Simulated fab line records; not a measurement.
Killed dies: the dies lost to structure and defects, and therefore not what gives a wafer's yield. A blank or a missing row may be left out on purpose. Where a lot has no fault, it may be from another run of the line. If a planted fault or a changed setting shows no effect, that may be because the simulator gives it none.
Matching of chambers | flow sky130 | SKY_VIA2_CMP_24 on cmp-01 has 4 sister chambers
The step polishes, stops on SiO2, t overpolish 20 s, target thk 0 nm. 18 wafers are shown with their chamber, then 9 later ones without.

== EACH WAFER AND ITS CHAMBER ==
wafer  | chamber | motor current A (A) | time to endpoint s (s) | overpolish run s (s)
L074.1 | 2       | 11.5                | 98                     | 19.993
L074.3 | 0       | 10.6                | 107                    | 19.995
L074.6 | 3       | 13.4                | 96                     | 19.989
L079.2 | 2       | 11.8                | 101                    | 19.997
L079.3 | 3       | 12.2                | 101                    | 19.995
L079.6 | 3       | 12.8                | 98                     | 20.002
L082.1 | 3       | 11.7                | 98                     | 19.992
L082.2 | 0       | 10.5                | 107                    | 19.997
L082.3 | 2       | 11.2                | 96                     | 20.007
L083.1 | 2       | 10.7                | 96                     | 19.992
L083.2 | 0       | 10.8                | 107                    | 20.000
L083.6 | 0       | 10.7                | 107                    | 19.999
L086.2 | 2       | 11.6                | 97                     | 20.000
L086.4 | 3       | 12.1                | 94                     | 19.991
L086.6 | 2       | 11.6                | 96                     | 20.001
L091.2 | 2       | 11.3                | 91                     | 20.002
L091.3 | 1       | 9.3                 | 94                     | 20.012
L091.5 | 2       | 10.9                | 93                     | 20.001

SIGNATURES, as means of the wafers listed above
reading            | chamber 0 | chamber 1 | chamber 2 | chamber 3 | scatter within a chamber
motor current A    | 10.650    | 9.300     | 11.325    | 12.440    | 0.449
time to endpoint s | 107.00    | 94.00     | 96.00     | 97.40     | 2.55
overpolish run s   | 19.99775  | 20.01200  | 19.99912  | 19.99380  | 0.00454
Rule: for each reading, subtract the chamber's mean from the wafer's reading, divide by that reading's scatter and square the result; add these up over the readings and take the root, which gives the wafer's distance from the chamber. The wafer belongs to the nearest chamber; if the next one is less than 2 further off, it can't be placed. How the scatter is found: for the shown wafers, subtract from each reading the mean of its chamber, square and add these, divide the total by (wafers less chambers), then take the root.

== WAFERS WITH NO CHAMBER GIVEN ==
wafer  | motor current A (A) | time to endpoint s (s) | overpolish run s (s)
L092.2 | 11.1                | 97                     | 19.986
L092.3 | 12.6                | 97                     | 19.991
L092.6 | 13.0                | 97                     | 19.999
L095.2 | 11.2                | 98                     | 20.007
L095.4 | 10.8                | 111                    | 20.005
L095.5 | 10.8                | 107                    | 19.995
L097.1 | 10.0                | 97                     | 20.015
L097.3 | 11.4                | 98                     | 19.993
L097.6 | 13.0                | 100                    | 20.012

== WHICH CHAMBER EACH ONE RAN IN ==
wafer  | from the rows above          | in truth
L092.2 | can't be placed: 2 or 3 or 0 | 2
L092.3 | 3                            | 3
L092.6 | 3                            | 3
L095.2 | 2                            | 2
L095.4 | 0                            | 0
L095.5 | 0                            | 0
L097.1 | 1                            | 1
L097.3 | can't be placed: 2 or 3      | 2
L097.6 | can't be placed: 3 or 2      | 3
6 of 9 placed correctly. Unplaceable from these rows: 3, with the true chamber sitting among the candidates in 3. Placed wrongly: 0.
